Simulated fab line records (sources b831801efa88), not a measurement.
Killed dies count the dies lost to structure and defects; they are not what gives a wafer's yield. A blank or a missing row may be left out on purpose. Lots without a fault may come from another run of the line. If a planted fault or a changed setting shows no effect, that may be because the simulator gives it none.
A sampling plan put to the test / flow sky130 / one line in one fab, 20 faults in these records, each fault weighed on the records of the lots it struck
The plan consists of the line's own looks: route steps at which the wafer is read by a gauge or an inspection but not changed. A look can be judged if struck wafers have a number there and the file gives its usual mean and standard deviation on fault-free wafers. Caught: at a look after the fault's first step, the mean of the struck wafers lies 4 or more of those standard deviations (sigma) from the usual mean. On the tool: the test repeated on the tool's own readings taken at the fault's steps. A different recipe on the struck wafers counts as caught too, as does a record blank only for those wafers.

THE FAULTS, as the simulator had put them in
1. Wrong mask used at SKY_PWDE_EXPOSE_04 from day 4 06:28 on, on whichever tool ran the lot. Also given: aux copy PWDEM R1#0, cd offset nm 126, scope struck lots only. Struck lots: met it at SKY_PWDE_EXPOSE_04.
2. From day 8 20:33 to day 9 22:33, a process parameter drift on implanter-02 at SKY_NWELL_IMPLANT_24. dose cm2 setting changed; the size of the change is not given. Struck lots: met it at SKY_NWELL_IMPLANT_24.
3. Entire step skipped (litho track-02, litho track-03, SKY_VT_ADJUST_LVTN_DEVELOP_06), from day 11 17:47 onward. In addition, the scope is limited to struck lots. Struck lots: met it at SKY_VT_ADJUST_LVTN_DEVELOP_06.
4. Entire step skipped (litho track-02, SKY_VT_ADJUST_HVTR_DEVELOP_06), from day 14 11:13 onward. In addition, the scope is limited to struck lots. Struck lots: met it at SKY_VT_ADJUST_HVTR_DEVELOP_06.
5. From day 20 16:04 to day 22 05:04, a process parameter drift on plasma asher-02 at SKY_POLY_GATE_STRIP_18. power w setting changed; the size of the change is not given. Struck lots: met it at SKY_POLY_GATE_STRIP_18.
6. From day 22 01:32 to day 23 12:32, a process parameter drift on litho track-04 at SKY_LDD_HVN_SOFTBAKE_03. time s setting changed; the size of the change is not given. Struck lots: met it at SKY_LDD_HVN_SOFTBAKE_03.
7. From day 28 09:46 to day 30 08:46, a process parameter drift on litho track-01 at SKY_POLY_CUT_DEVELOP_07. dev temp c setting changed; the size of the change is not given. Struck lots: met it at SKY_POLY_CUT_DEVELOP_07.
8. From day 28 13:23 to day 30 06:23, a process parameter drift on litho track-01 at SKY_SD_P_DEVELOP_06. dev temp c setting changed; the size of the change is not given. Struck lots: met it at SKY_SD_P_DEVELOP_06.
9. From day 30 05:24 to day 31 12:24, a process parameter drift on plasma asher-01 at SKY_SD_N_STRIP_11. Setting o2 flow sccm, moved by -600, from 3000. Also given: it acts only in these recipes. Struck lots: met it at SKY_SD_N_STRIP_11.
10. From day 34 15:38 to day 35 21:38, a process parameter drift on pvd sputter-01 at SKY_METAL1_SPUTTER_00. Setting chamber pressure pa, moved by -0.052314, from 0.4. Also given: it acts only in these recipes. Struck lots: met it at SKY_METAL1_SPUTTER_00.
11. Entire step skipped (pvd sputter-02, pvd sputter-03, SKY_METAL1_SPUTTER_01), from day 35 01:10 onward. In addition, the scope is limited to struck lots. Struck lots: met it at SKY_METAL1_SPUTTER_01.
12. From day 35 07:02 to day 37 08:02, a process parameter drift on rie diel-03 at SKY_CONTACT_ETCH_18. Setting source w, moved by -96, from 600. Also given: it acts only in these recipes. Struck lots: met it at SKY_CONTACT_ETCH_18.
13. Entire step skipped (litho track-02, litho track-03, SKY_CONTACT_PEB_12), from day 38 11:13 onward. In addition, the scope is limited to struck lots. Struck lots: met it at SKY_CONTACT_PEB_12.
14. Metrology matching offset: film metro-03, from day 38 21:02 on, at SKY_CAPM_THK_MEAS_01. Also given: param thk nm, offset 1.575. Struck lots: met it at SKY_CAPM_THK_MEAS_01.
15. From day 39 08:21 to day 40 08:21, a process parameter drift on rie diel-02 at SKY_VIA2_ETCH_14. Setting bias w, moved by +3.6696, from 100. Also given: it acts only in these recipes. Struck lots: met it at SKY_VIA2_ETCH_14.
16. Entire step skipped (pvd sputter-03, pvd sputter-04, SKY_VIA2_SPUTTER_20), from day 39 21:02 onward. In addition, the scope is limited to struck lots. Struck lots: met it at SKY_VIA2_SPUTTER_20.
17. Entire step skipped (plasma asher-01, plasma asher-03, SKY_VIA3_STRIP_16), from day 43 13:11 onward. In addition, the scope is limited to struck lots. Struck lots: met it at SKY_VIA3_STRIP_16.
18. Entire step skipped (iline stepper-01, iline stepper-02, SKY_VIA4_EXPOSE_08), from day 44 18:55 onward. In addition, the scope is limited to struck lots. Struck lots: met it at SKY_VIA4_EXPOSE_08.
19. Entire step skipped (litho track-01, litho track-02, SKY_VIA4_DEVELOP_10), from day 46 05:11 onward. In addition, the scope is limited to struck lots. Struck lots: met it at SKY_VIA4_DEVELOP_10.
20. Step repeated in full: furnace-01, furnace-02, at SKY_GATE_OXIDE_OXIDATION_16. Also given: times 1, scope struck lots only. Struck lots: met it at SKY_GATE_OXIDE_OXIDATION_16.

WHAT THE PLAN SAW
fault=1; on the tool itself=under 2 sigma; first look that catches it=none of the 3 looks that can be judged after it; reading, sigma=-; median hours from its first step to that look=-; hours from the fault's start to the first struck lot there=-; judged looks passed uncaught=3
fault=2; on the tool itself=dose ions cm2 -64 sigma; first look that catches it=none of the 3 looks that can be judged after it; reading, sigma=-; median hours from its first step to that look=-; hours from the fault's start to the first struck lot there=-; judged looks passed uncaught=3
fault=3; on the tool itself=the tool's record is blank for the struck wafers; first look that catches it=no look after it can be judged; reading, sigma=-; median hours from its first step to that look=-; hours from the fault's start to the first struck lot there=-; judged looks passed uncaught=0
fault=4; on the tool itself=the tool's record is blank for the struck wafers; first look that catches it=none of the 2 looks that can be judged after it; reading, sigma=-; median hours from its first step to that look=-; hours from the fault's start to the first struck lot there=-; judged looks passed uncaught=2
fault=5; on the tool itself=only faintly: strip time to endpoint s -2.9 sigma; first look that catches it=not the one look that can be judged after it; reading, sigma=-; median hours from its first step to that look=-; hours from the fault's start to the first struck lot there=-; judged looks passed uncaught=1
fault=6; on the tool itself=heater power total W +16 sigma; first look that catches it=not the one look that can be judged after it; reading, sigma=-; median hours from its first step to that look=-; hours from the fault's start to the first struck lot there=-; judged looks passed uncaught=1
fault=7; on the tool itself=developer temp C +8.7 sigma; first look that catches it=not the one look that can be judged after it; reading, sigma=-; median hours from its first step to that look=-; hours from the fault's start to the first struck lot there=-; judged looks passed uncaught=1
fault=8; on the tool itself=developer temp C -22 sigma; first look that catches it=not the one look that can be judged after it; reading, sigma=-; median hours from its first step to that look=-; hours from the fault's start to the first struck lot there=-; judged looks passed uncaught=1
fault=9; on the tool itself=o2 flow sccm -62 sigma; first look that catches it=none of the 2 looks that can be judged after it; reading, sigma=-; median hours from its first step to that look=-; hours from the fault's start to the first struck lot there=-; judged looks passed uncaught=2
fault=10; on the tool itself=chamber pressure pa -62 sigma; first look that catches it=not the one look that can be judged after it; reading, sigma=-; median hours from its first step to that look=-; hours from the fault's start to the first struck lot there=-; judged looks passed uncaught=1
fault=11; on the tool itself=the tool's record is blank for the struck wafers; first look that catches it=no look after it can be judged; reading, sigma=-; median hours from its first step to that look=-; hours from the fault's start to the first struck lot there=-; judged looks passed uncaught=0
fault=12; on the tool itself=rf fwd power W -36 sigma; first look that catches it=not the one look that can be judged after it; reading, sigma=-; median hours from its first step to that look=-; hours from the fault's start to the first struck lot there=-; judged looks passed uncaught=1
fault=13; on the tool itself=no reading that can be judged; first look that catches it=no look after it can be judged; reading, sigma=-; median hours from its first step to that look=-; hours from the fault's start to the first struck lot there=-; judged looks passed uncaught=0
fault=14; on the tool itself=CAPM_CVD_00_THK +7.2 sigma; first look that catches it=no look after it can be judged; reading, sigma=-; median hours from its first step to that look=-; hours from the fault's start to the first struck lot there=-; judged looks passed uncaught=0
fault=15; on the tool itself=bias w +11 sigma; first look that catches it=no look after it can be judged; reading, sigma=-; median hours from its first step to that look=-; hours from the fault's start to the first struck lot there=-; judged looks passed uncaught=0
fault=16; on the tool itself=the tool's record is blank for the struck wafers; first look that catches it=no look after it can be judged; reading, sigma=-; median hours from its first step to that look=-; hours from the fault's start to the first struck lot there=-; judged looks passed uncaught=0
fault=17; on the tool itself=the tool's record is blank for the struck wafers; first look that catches it=no look after it can be judged; reading, sigma=-; median hours from its first step to that look=-; hours from the fault's start to the first struck lot there=-; judged looks passed uncaught=0
fault=18; on the tool itself=no reading that can be judged; first look that catches it=no look after it can be judged; reading, sigma=-; median hours from its first step to that look=-; hours from the fault's start to the first struck lot there=-; judged looks passed uncaught=0
fault=19; on the tool itself=the tool's record is blank for the struck wafers; first look that catches it=no look after it can be judged; reading, sigma=-; median hours from its first step to that look=-; hours from the fault's start to the first struck lot there=-; judged looks passed uncaught=0
fault=20; on the tool itself=under 2 sigma; first look that catches it=not the one look that can be judged after it; reading, sigma=-; median hours from its first step to that look=-; hours from the fault's start to the first struck lot there=-; judged looks passed uncaught=1
A dash: the fault isn't caught, or these records don't give the number.

Caught at a look: 0 of 20. Caught on the tool: 15 of 20. By one or the other: 15 of 20.
Caught on the tool alone: faults 2, 3, 4, 6, 7, 8, 9, 10, 11, 12, 14, 15, 16, 17, 19.
Caught by neither: faults 1, 5, 13, 18, 20.
